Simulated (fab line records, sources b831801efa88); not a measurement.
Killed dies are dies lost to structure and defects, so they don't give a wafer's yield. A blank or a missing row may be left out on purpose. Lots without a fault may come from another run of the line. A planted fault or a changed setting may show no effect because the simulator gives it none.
Which tool did it? | flow sky130 | 6 lots, 18 wafers sampled, at 2 steps of a route of 708

WHAT THE GAUGES READ, wafer by wafer
SKY_POLY_GATE_THK_MEAS_01.
lot  | measured     | on            | POLY_GATE_CVD_00_THK (nm)
L922 | day 14 11:33 | film_metro-01 | 181.4 180.8 179.7
L925 | day 15 19:01 | film_metro-02 | 149.0 149.7 148.9
L936 | day 19 09:14 | film_metro-01 | 183.9 182.5 182.1
L940 | day 20 15:20 | film_metro-03 | 182.2 180.7 181.9
L942 | day 21 06:38 | film_metro-02 | 178.6 178.4 180.2
L944 | day 22 08:19 | film_metro-02 | 180.0 179.1 181.3

WHICH TOOL RAN EACH LOT (tool, then ch and the chambers of the sampled wafers, then the start)
lot  | SKY_POLY_GATE_CVD_00
L922 | lpcvd-01 ch 1, day 14 10:21
L925 | lpcvd-01 ch 1, day 15 17:48
L936 | lpcvd-01 ch 0, day 19 08:02
L940 | lpcvd-01 ch 0, day 20 14:08
L942 | lpcvd-01 ch 1, day 21 05:26
L944 | lpcvd-01 ch 0, day 22 06:31
- SKY_POLY_GATE_CVD_00: deposits poly-Si, target thk 180 nm, time 720 s.

THE ANSWER, worked out from the rows above alone
Rule: what is usual is taken from the lots themselves. Put in order of their means at a reading, lots are off if they are a third of the lots or fewer, leave a main group of 4 or more, and stand apart from it by a gap of 3 or more times the standard deviation of the main group's means; of several such gaps the widest counts. A main group whose means are all the same, to the digits that the tables above print for the reading, isn't used. A lot without any number at a reading at which 4 lots or more have one is off too. The other lots that the step has rows for count as sound.
Off: L925, at SKY_POLY_GATE_THK_MEAS_01 (POLY_GATE_CVD_00_THK). The main group: mean 180.9 nm, standard deviation 1.3.
A tool fits if, at a process step before that reading, it ran every lot that is off, and no sound lot after the first of them. The gauges at SKY_POLY_GATE_THK_MEAS_01 are tried like those tools. None of those tried fits.

WHAT THE SIMULATOR HAD PUT IN
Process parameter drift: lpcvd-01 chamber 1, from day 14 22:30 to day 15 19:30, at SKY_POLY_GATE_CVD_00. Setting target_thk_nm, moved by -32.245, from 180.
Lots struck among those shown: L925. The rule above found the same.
